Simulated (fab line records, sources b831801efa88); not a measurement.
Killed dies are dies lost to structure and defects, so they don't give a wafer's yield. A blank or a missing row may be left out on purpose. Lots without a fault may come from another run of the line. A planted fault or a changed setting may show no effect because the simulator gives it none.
Problem report in the 8D (eight disciplines) form, filled by code | flow sky130 | the parts of the form that need people (team, actions taken, sign-off) are left out

1. THE PROBLEM
SD_P_TW at SKY_SD_P_TW_MEAS_11 reads a mean of 2952 on 9 wafers of 3 lots; wafers without a fault read 2822 with a standard deviation of 15. That is +8.7 standard deviations from the usual mean.
First seen on wafer L443.1, day 28 09:30, on film_metro-03. The record holds 30 wafers of 10 lots with a number at this step. Rule for "out", or "out of limits": more than 4 standard deviations from the usual mean. The other wafers with a number count as sound.

2. WHAT IT IS AND WHAT IT IS NOT
question                    | is                           | is not
which readings at this step | SD_P_TW                      | -
which lots                  | L443, L445, L447             | L442, L444, L446, L448, L455, L459, L460
which wafers of those lots  | all that have a number       | -
read on which gauges        | film_metro-01, film_metro-03 | film_metro-02
when                        | from day 28 09:30            | up to then (3 sound wafers); but 18 sound wafers of L444, L446, L448, L455, L459, L460 came after

3. SUSPECTS, AND WHAT RULES EACH OUT
Counting: a tool at a process step up to the reading stays a suspect if it ran every lot that is out and no sound lot after the first of them.
- the gauge at SKY_SD_P_TW_MEAS_11: ruled out. The wafers that are out were read on 2 gauges (film_metro-01, film_metro-03).
- implanter-04 at SKY_SD_P_IMPLANT_09: ruled out as a lasting fault. Sound lots L455, L459 ran on it after its first lot that is out, L443 (day 28 09:15).
Left after counting: nothing in the record.

4. THE CAUSE (what the simulator had put in)
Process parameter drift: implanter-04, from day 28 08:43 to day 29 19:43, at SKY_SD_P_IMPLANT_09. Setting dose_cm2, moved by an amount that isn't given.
Counting ruled it out, wrongly: the rule takes a fault to strike every lot that its tool runs from its start on, and this one did not.

5. THE CHAIN OF EFFECTS, in route order
Each row: a reading whose mean over the struck wafers that have a number lies more than 3 standard deviations from the usual. Only readings for which the record gives a usual standard deviation are gone through. hours: the time from each lot's start at the first step in this table that gives one to its start at this step, as a median over the lots. sigmas: the change in usual standard deviations.
hours | step                | reading                  | usual        | on struck wafers | change | sigmas
0     | SKY_SD_P_IMPLANT_09 | beam_on_s                | 14.9 s       | 18.7             | +3.8   | +5.1
0     | SKY_SD_P_IMPLANT_09 | dose_ions_cm2            | 3e+15        | 4e+15            | +9e+14 | +99 or more
0     | SKY_SD_P_STRIP_10   | strip_time_to_endpoint_s | 17.48 s      | 17.96            | +0.48  | +10
0     | SKY_SD_P_TW_MEAS_11 | SD_P_TW                  | 2822         | 2952             | +130   | +8.7
57    | SKY_SD_N_RS_MEAS_17 | SD_P_RS                  | 147.1 ohm/sq | 143.5            | -3.6   | -9.7
The process steps in it:
- SKY_SD_P_IMPLANT_09
- SKY_SD_P_STRIP_10: strips in O2/N2.
Later measuring or inspecting steps at which every struck wafer that the step has a row for has a number for every such reading, and none has moved that far: SKY_SD_N_OVL_MEAS_08, SKY_LI_CONTACT_THK_MEAS_01.

6. WHAT WOULD HAVE CAUGHT IT SOONER
In this record the first reading out of limits at a measuring or inspecting step was taken at day 28 09:30, 1 hour after the fault began at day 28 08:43.
The tool's own readings at SKY_SD_P_IMPLANT_09 were out on every struck wafer that the step has a row for (beam_on_s, dose_ions_cm2): an alarm limit on them would have fired on the first of those.
